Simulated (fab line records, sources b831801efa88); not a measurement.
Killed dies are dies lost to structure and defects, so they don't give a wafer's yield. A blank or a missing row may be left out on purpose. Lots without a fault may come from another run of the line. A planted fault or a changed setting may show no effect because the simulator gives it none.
Problem report in the 8D (eight disciplines) form, filled by code | flow gf180mcu | the parts of the form that need people (team, actions taken, sign-off) are left out

1. THE PROBLEM
MVPSD_OVL at GF_MVPSD_OVL_MEAS_07 reads a mean of 293.2 nm on 6 wafers of 2 lots; wafers without a fault read 0.6 nm with a standard deviation of 1.4. That is +99 or more standard deviations from the usual mean.
First seen on wafer L707.2, day 7 15:39, on overlay-02. The record holds 39 wafers of 13 lots with a number at this step. Rule for "out", or "out of limits": more than 4 standard deviations from the usual mean. The other wafers with a number count as sound.

2. WHAT IT IS AND WHAT IT IS NOT
question                    | is                     | is not
which readings at this step | MVPSD_OVL              | -
which lots                  | L707, L710             | L698, L700, L701, L702, L703, L704, L712, L713, L714, L716, L718
which wafers of those lots  | all that have a number | -
read on which gauges        | overlay-01, overlay-02 | -
when                        | from day 7 15:39       | up to then (18 sound wafers); but 15 sound wafers of L712, L713, L714, L716, L718 came after

3. SUSPECTS, AND WHAT RULES EACH OUT
Counting: a tool at a process step up to the reading stays a suspect if it ran every lot that is out and no sound lot after the first of them.
- the gauge at GF_MVPSD_OVL_MEAS_07: ruled out. The wafers that are out were read on 2 gauges (overlay-01, overlay-02).
- iline_stepper-01 at GF_MVPSD_EXPOSE_04 (exposes mask MVPSD, target cd 1000 nm): kept. It ran every lot that is out, first L707 (day 7 08:31), and no sound lot after that; its last sound lot up to then is L704 (day 6 15:49).
Left after counting: iline_stepper-01 at GF_MVPSD_EXPOSE_04.

4. THE CAUSE (what the simulator had put in)
Scanner matching overlay: iline_stepper-01, from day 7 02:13 on, at GF_MVPSD_EXPOSE_04. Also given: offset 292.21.
Counting left only this tool.

5. THE CHAIN OF EFFECTS, in route order
Each row: a reading whose mean over the struck wafers that have a number lies more than 3 standard deviations from the usual. Only readings for which the record gives a usual standard deviation are gone through. hours: the time from each lot's start at the first step in this table that gives one to its start at this step, as a median over the lots. sigmas: the change in usual standard deviations.
hours | step                 | reading   | usual  | on struck wafers | change | sigmas
0     | GF_MVPSD_OVL_MEAS_07 | MVPSD_OVL | 0.6 nm | 293.2            | +292.6 | +99 or more
Later measuring or inspecting steps at which every struck wafer that the step has a row for has a number for every such reading, and none has moved that far: GF_M2_RS_MEAS_05.

6. WHAT WOULD HAVE CAUGHT IT SOONER
In this record the first reading out of limits at a measuring or inspecting step was taken at day 7 15:39, 13 hours after the fault began at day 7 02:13.
Of the lots that are out (2), L710 began GF_MVPSD_EXPOSE_04 on iline_stepper-01 after day 7 15:39. A hold on the tool at that time would have spared it.
